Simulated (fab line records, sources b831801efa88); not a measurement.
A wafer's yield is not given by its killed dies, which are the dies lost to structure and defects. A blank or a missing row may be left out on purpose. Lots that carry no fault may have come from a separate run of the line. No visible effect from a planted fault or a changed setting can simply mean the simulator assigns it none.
fab line records ; flow sfq-line
[record] lots = 15; wafers = 45; last-day = 83
route steps=325 shown M0@33
lots that met no fault: taken from a fault-free run of the same line
start-h: start of the lot's first displayed wafer, in hours after the record's first day ; wait-h: hours elapsed since this lot's preceding step ; " as in the row above ; L1.1+2: several wafers, shown together as one row ; - no value, or no start was given ; * or withheld: withheld ; < > ~ a bound
route shown NAME@n: a module of which the file shows steps, and the number in the route of the first ; usual: average and standard deviation across the fault-free wafers ; same: alike in all rows ; chamber/n: place in a boat ; sites: readings site by site ; _std_site: how widely they spread, as a standard deviation ; _edge_site: the outer-site mean with the inner-site mean subtracted ; radius-mm: for every site, how far away it sits from the centre of the wafer ; mask NAME#n: copy n ; behind: the most recent tool/chamber to have shaped the wafer ; hold: what put the lot on hold/how long, in hours/how the hold closed ; device: names the non-switching transistor (n, p or np) ; end of line: tests run on the same wafers once the route is complete ; for a step that has no rows: nothing shown but its recipe ; killed: dies lost to structure and defects at the first sort, not the wafer's yield ; map: per-die view of a wafer (x killed, . not killed, _ where there is no die)
set.NAME: the setting as run; set.NAME@STEP: as run at that earlier step ; model.NAME: the simulator's own value behind a step, which no gauge read
route steps across a sampled set of lots; one table per step, one row per wafer
[[steps]]
[step SFQ_TRILAYER_M0_LITHO_COAT_021]
[recipe] resist = KrF; spin-rpm = 3000; resist-thk-nm = 600
[usual] spin-speed-rpm = 2999.7/1.8
lot.wafer;tool;chamber;start-h;wait-h;spin-speed-rpm
L421.2;litho-track-03;0;103.43;0.2;2998.5
L421.4;litho-track-03;0;103.43;0.2;3000.5
L421.5;litho-track-03;0;103.43;0.2;2998.0
L425.2;litho-track-01;0;127.44;0.2;2997.6
L425.5;litho-track-01;0;127.44;0.2;2999.7
L425.6;litho-track-01;0;127.44;0.2;2998.5
L426.1;litho-track-01;0;133.37;0.2;2996.6
L426.2;litho-track-01;0;133.37;0.2;3000.6
L426.5;litho-track-01;0;133.37;0.2;3000.5
L427.2;litho-track-01;0;145.70;0.2;2781.7
L427.3;litho-track-01;0;145.70;0.2;2782.8
L427.4;litho-track-01;0;145.70;0.2;2780.9
L428.4;litho-track-01;0;152.55;0.2;2782.4
L428.5;litho-track-01;0;152.55;0.2;2780.8
L428.6;litho-track-01;0;152.55;0.2;2784.9
L429.1;litho-track-02;0;157.20;0.2;3002.6
L429.2;litho-track-02;0;157.20;0.2;3000.6
L429.4;litho-track-02;0;157.20;0.2;3000.3
L430.1;litho-track-01;0;165.60;0.2;2780.0
L430.2;litho-track-01;0;165.60;0.2;2777.8
L430.6;litho-track-01;0;165.60;0.2;2780.6
L437.3;litho-track-02;0;200.50;0.2;2995.9
L437.4;litho-track-02;0;200.50;0.2;2997.6
L437.6;litho-track-02;0;200.50;0.2;2996.3
L438.3;litho-track-02;0;208.90;0.2;3001.9
L438.5;litho-track-02;0;208.90;0.2;3001.7
L438.6;litho-track-02;0;208.90;0.2;3002.3
L439.1;litho-track-03;0;214.80;0.2;2999.7
L439.3;litho-track-03;0;214.80;0.2;2998.8
L439.4;litho-track-03;0;214.80;0.2;2998.7
L440.2;litho-track-01;0;224.45;0.2;3001.2
L440.3;litho-track-01;0;224.45;0.2;3001.6
L440.4;litho-track-01;0;224.45;0.2;2999.5
L441.3;litho-track-03;0;230.30;0.2;3000.9
L441.4;litho-track-03;0;230.30;0.2;3002.1
L441.5;litho-track-03;0;230.30;0.2;3003.2
L442.2;litho-track-03;0;232.65;0.2;2998.5
L442.4;litho-track-03;0;232.65;0.2;2999.4
L442.5;litho-track-03;0;232.65;0.2;3001.0
L443.1;litho-track-01;0;242.20;0.2;3000.9
L443.5;litho-track-01;0;242.20;0.2;3001.9
L443.6;litho-track-01;0;242.20;0.2;2998.4
L444.1;litho-track-01;0;245.05;0.2;3001.1
L444.3;litho-track-01;0;245.05;0.2;3001.0
L444.5;litho-track-01;0;245.05;0.2;3000.7
[[key]]
[first-sign] step = SFQ_TRILAYER_M0_LITHO_COAT_021; reading = spin-speed-rpm; direction = down; sigmas = 99+; usual = 2999.7; struck = 2781.3
effect none on later readings
met-at SFQ_TRILAYER_M0_LITHO_COAT_021
struck-lots L427,L428,L430
onset-between 133.37 145.70
[fault] kind = process-parameter-drift; tool = litho-track-01; chamber = -; onset-h = 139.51; steps = SFQ_TRILAYER_M0_LITHO_COAT_021; channel = spin-rpm; offset = -218.72; shape = step; end-h = 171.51; acts-in = these-recipes-only; stated = 3000
